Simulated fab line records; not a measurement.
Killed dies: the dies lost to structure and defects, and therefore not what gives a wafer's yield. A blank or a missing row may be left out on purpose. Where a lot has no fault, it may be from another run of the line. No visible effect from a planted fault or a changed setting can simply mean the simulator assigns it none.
A struck lot beside a sound one :: flow sky130 :: 26 steps out of a route of 708
Sound: the wafers L819.3, L819.4, L819.5. Struck: wafer L831.1 (left out: L831.4, a lot-mate that was not struck); the cause follows at the end.
For every step that has rows: the tool of each side, followed by ch and its chambers, followed by its first start. Under that, the readings that differ: sound wafers :: struck wafers :: difference of the means :: sigmas: that difference in standard deviations of wafers without a fault.
alike: same words and numbers on both sides, and readings whose means sit less than 2 such deviations apart. not compared: any withheld reading, any reading some wafer has no value for, any bound like >300 that may hide the same value, and any number with overlapping values for which the record gives no deviation.
A row with sigmas, a row that says differs or no value, or rows on one side alone: a step with any of these is where the two part. Non-overlapping numbers with no deviation appear without sigmas and do not part them. A reading that every wafer of one side lacks parts them only if that side has two wafers or more.

first, 8 steps without rows for these wafers: SKY_FIELD_ISO_DEHYDRATE_05 (time 60 s); SKY_FIELD_ISO_HMDS_06 (prime time 60 s); SKY_FIELD_ISO_COAT_07 (resist thk 60 nm); SKY_FIELD_ISO_COAT_08 (resist thk 450 nm); SKY_FIELD_ISO_SOFTBAKE_09 (time 90 s); SKY_FIELD_ISO_EXPOSE_10 (exposes mask FOM, target cd 150 nm); SKY_FIELD_ISO_PEB_11; SKY_FIELD_ISO_DEVELOP_12 (develop time 60 s).
SKY_FIELD_ISO_CD_MEAS_13: target cd 150 nm.
  struck on cd_sem-01, day 5 20:29; sound on cd_sem-02, day 3 07:01
  alike: cd_nm
SKY_FIELD_ISO_ETCH_14: etches BARC in N2/H2, stops on SiO2, time 45.9 s, target depth 60 nm.
  sound on rie_diel-01 ch 1,2, day 3 07:05; struck on rie_diel-01 ch 0, day 5 20:37
  alike: drypump_motor_current_A, oes_product_au, rf_fwd_power_W, run_length_s, throttle_valve_pct
  not compared: rf_hours_counter_h
SKY_FIELD_ISO_ETCH_15: etches the open film in CHF3/O2, stops on Si, target depth 180 nm, time 72 s.
  sound on rie_diel-01 ch 1,2, day 3 07:08; struck on rie_diel-01 ch 0, day 5 20:39
reading: rf_fwd_power_W (W)
sound: 593.6 591.1 589.7
struck: 595.6
difference: +4.1
sigmas: +2
  alike: drypump_motor_current_A, oes_product_au, run_length_s, throttle_valve_pct
  not compared: rf_hours_counter_h
SKY_FIELD_ISO_STRIP_16: strips in O2/N2.
  sound on plasma_asher-01 ch 0,1, day 3 07:13; struck on plasma_asher-01 ch 1, day 5 20:49
reading: oes_product_au (a.u.)
sound: 0.380 0.380 0.367
struck: 0.365
difference: -0.011
sigmas: -2

reading: rf_hours_counter_h (h)
sound: - - -
struck: 43
difference: no value on the sound wafers
sigmas: 
  alike: drypump_motor_current_A, strip_time_to_endpoint_s
SKY_FIELD_ISO_ETCH_17: etches Si in HBr/Cl2/O2, target depth 342 nm, time 97.7 s.
  sound on rie_si-01 ch 0,1, day 3 07:17; struck on rie_si-02 ch 3, day 5 20:55
reading: run_length_s (s)
sound: 126.3 126.0 126.2
struck: 84.3
difference: -41.9
sigmas: -99 or more

reading: model.FIELD_ISO.feature_depth_nm (nm)
sound: 340.4 342.9 346.7
struck: 196.8
difference: -146.5
sigmas: 

reading: model.etch.depth_nm (nm)
sound: 340.4 342.9 346.7
struck: 196.8
difference: -146.5
sigmas: 

reading: model.Si3N4_of_FIELD_ISO_CVD_03.thk_nm (nm)
sound: 153.2 151.1 152.4
struck: 157
difference: +5
sigmas: 
  alike: drypump_motor_current_A, oes_product_au, throttle_valve_pct
  not compared: rf_fwd_power_W, rf_hours_counter_h
then, 5 steps without rows for these wafers: SKY_FIELD_ISO_WET_ETCH_18 (etches Si3N4 in H3PO4, target depth 25 nm, time 286 s); SKY_FIELD_ISO_CLEAN_19 (cleans in SC1/SC2, time 150 s); SKY_FIELD_ISO_CLEAN_20 (cleans in dHF, time 20 s); SKY_FIELD_ISO_WET_ETCH_21 (etches SiO2 in dHF, target depth 20 nm, time 400 s); SKY_FIELD_ISO_OXIDATION_22 (stabilise 600 s, purge 300 s, target thk 10 nm).
SKY_FIELD_ISO_THK_MEAS_23:
  struck on film_metro-01, day 5 22:35; sound on film_metro-03, day 3 09:20
  alike: FIELD_ISO_OXIDATION_01_THK
then, 1 step without rows for these wafers: SKY_FIELD_ISO_CVD_24 (deposits SiO2, target thk 595 nm, time 99.2 s).
SKY_FIELD_ISO_THK_MEAS_25:
  struck on film_metro-03, day 5 22:43; sound on film_metro-02, day 3 09:28
  alike: FIELD_ISO_CVD_24_THK
then, 1 step without rows for these wafers: SKY_FIELD_ISO_ANNEAL_26 (time 1800 s).
SKY_FIELD_ISO_CMP_27: polishes, stops on Si3N4, t overpolish 16 s, target thk 457.8 nm.
  sound on cmp-02 ch 0,1,2, day 3 13:02; struck on cmp-02 ch 2, day 6 00:59
  alike: motor_current_A, overpolish_run_s, time_to_endpoint_s
SKY_FIELD_ISO_WET_ETCH_28: etches SiO2 in dHF, target depth 23.7 nm, time 47 s.
  sound on wet_bench-01 ch 2, day 3 13:17; struck on wet_bench-01 ch 0, day 6 01:17
reading: model.Si3N4_of_FIELD_ISO_CVD_03.thk_nm (nm)
sound: 121.8 119.6 121
struck: 125.8
difference: +5.0
sigmas: 
  alike: run_length_s
then, 1 step without rows for these wafers: SKY_FIELD_ISO_WET_ETCH_29 (etches Si3N4 in H3PO4, target depth 160 nm, time 1825 s).
-- record jumps: 44 days separate the struck wafers' starts on either side; left off in module FIELD_ISO, taken up again in module PAD_OPEN, whose first shown step is the route's number 708 --
SKY_PAD_OPEN_PROBE_99:
  struck on prober-01, day 49 18:18; sound on prober-01, day 47 02:40
reading: hold
sound: - - -
struck: await_dispo/1.7h/release
difference: no value on the sound wafers
sigmas: 
  alike: killed_at_M0_to_M3, killed_at_M4_up, killed_at_contacts, killed_at_front_end, killed_at_other, killed_dies, killed_open, killed_short
  not compared: model.etest.res_p_drift_20v.line_ohm_um, model.etest.res_p_drift_20v.rs_ohm_sq, model.etest.pfet_16v.r_on_ohm_um, model.etest.res_iso_pwell.rs_ohm_sq, model.etest.nfet_16v.r_on_ohm_um, model.etest.res_iso_pwell.line_ohm_um, model.etest.res_nwell.line_ohm_um, model.etest.res_nwell.rs_ohm_sq

## WHERE THEY PART
Earliest at SKY_FIELD_ISO_ETCH_15; latest, in this record, at SKY_PAD_OPEN_PROBE_99.

WHY: what had been put in by the simulator
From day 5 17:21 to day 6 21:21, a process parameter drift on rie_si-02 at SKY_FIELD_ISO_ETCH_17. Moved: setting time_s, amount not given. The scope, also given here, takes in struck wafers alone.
